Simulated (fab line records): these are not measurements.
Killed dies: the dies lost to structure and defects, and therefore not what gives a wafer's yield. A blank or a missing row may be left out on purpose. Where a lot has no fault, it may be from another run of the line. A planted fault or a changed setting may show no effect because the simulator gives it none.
Struck lot and sound lot, side by side -- flow sky130 -- 15 steps out of a route of 708
Sound: the wafers L873.4, L873.5, L873.6. Wafers struck: L866.1, L866.4, L866.5. Last of all comes the cause.
For every step that has rows: the tool of each side, followed by ch and its chambers, followed by its first start. Under that, the readings that differ: sound wafers -- struck wafers -- difference of the means -- sigmas: that difference in standard deviations of wafers without a fault.
alike: readings whose means differ by less than 2 such deviations, and words and numbers that are the same on both sides. not compared: withheld readings, readings that some wafer has no value for, bounds like >300 that may hide the same value, and numbers for which the record gives no deviation and whose values overlap.
A row with sigmas, a row that says differs or no value, or rows on one side alone: a step with any of these is where the two part. Numbers that have no deviation but don't overlap get no sigmas and don't part them. A reading that every wafer of one side lacks parts them only if that side has two wafers or more.

first, 5 steps without rows for these wafers: SKY_VIA4_COAT_06 (resist thk 1140 nm); SKY_VIA4_SOFTBAKE_07 (time 60 s); SKY_VIA4_EXPOSE_08 (exposes mask VIM4, target cd 800 nm); SKY_VIA4_PEB_09; SKY_VIA4_DEVELOP_10 (develop time 60 s).
SKY_VIA4_OVL_MEAS_11:
  sound on overlay-01 at day 47 20:50; struck on overlay-01 at day 45 18:46
  alike: VIA4_OVL
SKY_VIA4_ETCH_12: etches SiO2 in C4F8/O2/Ar, stops on TiN, target depth 580 nm.
  sound on rie-diel-04 ch 0,1,2, day 47 20:53; struck on rie-diel-04 ch 1,3, day 45 18:48
  alike: oes-product-au
SKY_VIA4_STRIP_13: strips in O2/N2.
  sound on plasma-asher-01 ch 0,1, day 47 20:57; struck on plasma-asher-04 ch 0,1, day 45 18:52
  alike: drypump-motor-current-A, oes-product-au, strip-time-to-endpoint-s
  not compared: rf-hours-counter-h
then, 3 steps without rows for these wafers: SKY_VIA4_STRIP_14 (strips in post etch residue remover, time 1200 s); SKY_VIA4_CLEAN_15 (cleans in IPA, time 180 s); SKY_VIA4_CLEAN_16 (cleans in O3/DIW).
SKY_VIA4_SPUTTER_17: material TiN, target thk 20 nm, time 80 s.
  sound on pvd-sputter-01 at day 47 21:31; struck on pvd-sputter-04 at day 45 19:31
  alike: throttle-valve-pct
SKY_VIA4_CVD_18: deposits W, target thk 505 nm, time 152.14 s.
  sound on cvd-w-01 ch 0,1, day 47 21:37; struck on cvd-w-01 ch 0,1, day 45 19:35
  no value came back on the struck wafers for chamber-pressure-Torr (Torr), heater-power-outer-w (W), heater-power-w (W); on the sound wafers chamber-pressure-Torr (Torr) reads 40.00 40.06 40.04
SKY_VIA4_RS_MEAS_19: measures by four-point-probe.
  sound on film-metro-02 at day 47 21:47; struck on film-metro-03 at day 45 20:01
reading,sound,struck,difference,sigmas
VIA4_W_RS (ohm/sq),0.2284 0.2253 0.2304,58.293 58.358 58.093,+58.020,+99 or more
  not compared: hold
SKY_PAD_OPEN_PROBE_99:
  the record has rows for the sound wafers here (prober-02, day 50 06:22) and none for the struck ones

## WHERE THEY PART
At SKY_VIA4_CVD_18 first; at SKY_PAD_OPEN_PROBE_99 last (within this record only).

WHY: what the simulator had put in
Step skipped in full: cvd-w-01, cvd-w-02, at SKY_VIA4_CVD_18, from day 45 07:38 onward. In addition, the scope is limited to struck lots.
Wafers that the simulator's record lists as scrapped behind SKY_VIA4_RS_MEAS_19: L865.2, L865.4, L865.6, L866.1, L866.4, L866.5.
